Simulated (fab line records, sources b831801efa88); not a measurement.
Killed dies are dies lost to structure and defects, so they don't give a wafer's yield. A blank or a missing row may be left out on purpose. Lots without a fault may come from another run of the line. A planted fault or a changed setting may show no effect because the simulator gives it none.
One fault seen from 2 desks | flow sky130 | each desk has only its own numbers; what lay behind them comes last

THE METROLOGY DESK
What the gauges read, lot by lot, whatever tool the lot ran on: means of the sampled wafers that have a number. A lot is out of limits, marked OUT, if its mean lies more than 4 standard deviations from the usual mean; the brackets give that distance.
Columns: A = VIA4_W_RS at SKY_VIA4_RS_MEAS_19, usual 0.2274 ohm/sq
lot  | first seen here | A
L951 | day 43 09:35    | 0.2289
L953 | day 43 21:32    | 0.2269
L957 | day 44 23:19    | 0.2227
L959 | day 45 03:51    | 0.2296
L961 | day 45 14:28    | 0.2293
L960 | day 45 16:28    | 0.2307
L962 | day 46 01:00    | 0.2250
L963 | day 46 01:22    | 0.2279
L968 | day 47 00:55    | 0.2237
L970 | day 47 15:53    | 0.2303
L971 | day 47 20:02    | 0.2292
L973 | day 48 08:01    | 0.2239
This desk's finding: nothing out of limits on any of the 12 lots.

THE TOOL OWNER'S DESK: litho_track-02
The tool's own readings at SKY_VIA4_SOFTBAKE_07 (time 60 s): means of the sampled wafers that have a number, for each lot that ran on this tool. A lot is out of limits, marked OUT, if its mean lies more than 4 standard deviations from the usual mean; the brackets give that distance.
Columns: A = run_length_s at SKY_VIA4_SOFTBAKE_07, usual 88.96 s
lot  | first seen here | A
L959 | day 44 16:32    | 88.79
L961 | day 45 02:59    | 88.89
L962 | day 45 13:37    | 94.73 (+38) OUT
L968 | day 46 14:07    | 94.70 (+38) OUT
This desk's finding: out of limits on L962, L968; first on L962, day 45 13:37 (run_length_s at SKY_VIA4_SOFTBAKE_07). In limits: L959, L961.

PUT TOGETHER
The tool owner's desk could have raised an alarm at day 45 13:37, on L962, L968.
The metrology desk saw nothing out of limits.
The metrology desk has L962, L968 on record, within its limits.
Of the lots named, all ran SKY_VIA4_SOFTBAKE_07 on litho_track-02.

WHAT THE SIMULATOR HAD PUT IN
Process parameter drift: litho_track-02, from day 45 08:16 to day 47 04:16, at SKY_VIA4_SOFTBAKE_07. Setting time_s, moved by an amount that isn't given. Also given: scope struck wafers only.
Lots struck among those shown: L962, L968.
Hours from the fault's start to each desk's first reading out of limits: the tool owner's desk, 5.
